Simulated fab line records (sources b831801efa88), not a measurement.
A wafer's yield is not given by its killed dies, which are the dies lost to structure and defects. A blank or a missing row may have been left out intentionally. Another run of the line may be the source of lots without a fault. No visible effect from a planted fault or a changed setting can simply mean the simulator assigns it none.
The tool behind it: which one? ; flow sky130 ; 12 lots with 36 wafers sampled at 3 steps, on a route of 708 steps

## WHAT EACH GAUGE READ, for each wafer
SKY_METAL2_CD_MEAS_15 targets a cd of 140 nm.
lot;measured;on;cd_nm (nm)
L075;day 35 22:49;cd_sem-02;141.5 138.7 140.0
L077;day 36 16:01;cd_sem-02;138.8 139.6 139.2
L079;day 37 09:25;cd_sem-02;136.1 136.5 137.2
L081;day 37 14:46;cd_sem-02;137.5 138.6 138.5
L083;day 38 09:14;cd_sem-01;137.4 139.4 139.0
L085;day 38 20:07;cd_sem-01;141.9 141.7 139.0
L086;day 39 11:23;cd_sem-02;138.2 138.3 138.0
L089;day 40 02:34;cd_sem-02;140.2 140.9 139.4
L091;day 40 12:02;cd_sem-02;139.6 138.7 138.2
L093;day 41 07:44;cd_sem-02;141.1 141.7 141.0
L095;day 41 12:59;cd_sem-01;138.5 137.3 138.9
L097;day 42 06:38;cd_sem-02;140.1 139.9 139.6

## WHAT TOOL EACH LOT RAN ON (gives the tool, then ch and the chambers of the sampled wafers, and finally the start)
lot;SKY_CONTACT_CMP_27;SKY_METAL2_SPUTTER_03
L075;cmp-02 ch 1,3, day 32 11:11;pvd_sputter-03, day 34 20:29
L077;cmp-02 ch 0,3, day 33 04:53;pvd_sputter-03, day 35 13:46
L079;cmp-01 ch 0,1,3, day 33 23:13;pvd_sputter-03, day 36 08:07
L081;cmp-01 ch 0,1,2, day 34 05:22;pvd_sputter-03, day 36 13:11
L083;cmp-01 ch 0,2,3, day 34 23:13;pvd_sputter-02, day 37 07:09
L085;cmp-01 ch 0,1,2, day 35 11:40;pvd_sputter-01, day 37 18:27
L086;cmp-02 ch 0,2,3, day 36 02:30;pvd_sputter-02, day 38 09:56
L089;cmp-01 ch 1,2,3, day 36 19:16;pvd_sputter-03, day 39 02:01
L091;cmp-01 ch 0,1, day 37 05:05;pvd_sputter-02, day 39 11:41
L093;cmp-01 ch 1,2, day 38 02:20;pvd_sputter-02, day 40 08:02
L095;cmp-02 ch 0,1,3, day 38 06:34;pvd_sputter-01, day 40 12:08
L097;cmp-01 ch 1,2,3, day 39 00:10;pvd_sputter-02, day 41 06:03
- SKY_CONTACT_CMP_27: polishes, stops on SiO2, t overpolish 15 s, target thk 0 nm.
- SKY_METAL2_SPUTTER_03: material Ti, target thk 5 nm, time 3.3 s.

## THE ANSWER, worked out from the rows above alone
Rule: the lots themselves supply what counts as usual. Put in order of their means at a reading, lots are off if they are a third of the lots or fewer, leave a main group of 4 or more, and stand apart from it by a gap of 3 or more times the standard deviation of the main group's means; of several such gaps the widest counts. A main group is skipped when, at the precision printed for the reading in the tables above, its means are all equal. Also off: a lot with no number at a reading for which 4 or more lots have one. The other lots that the step has rows for count as sound.
No lot is off at any reading shown: from this, nothing can be told.

## WHAT HAD BEEN PUT IN BY THE SIMULATOR
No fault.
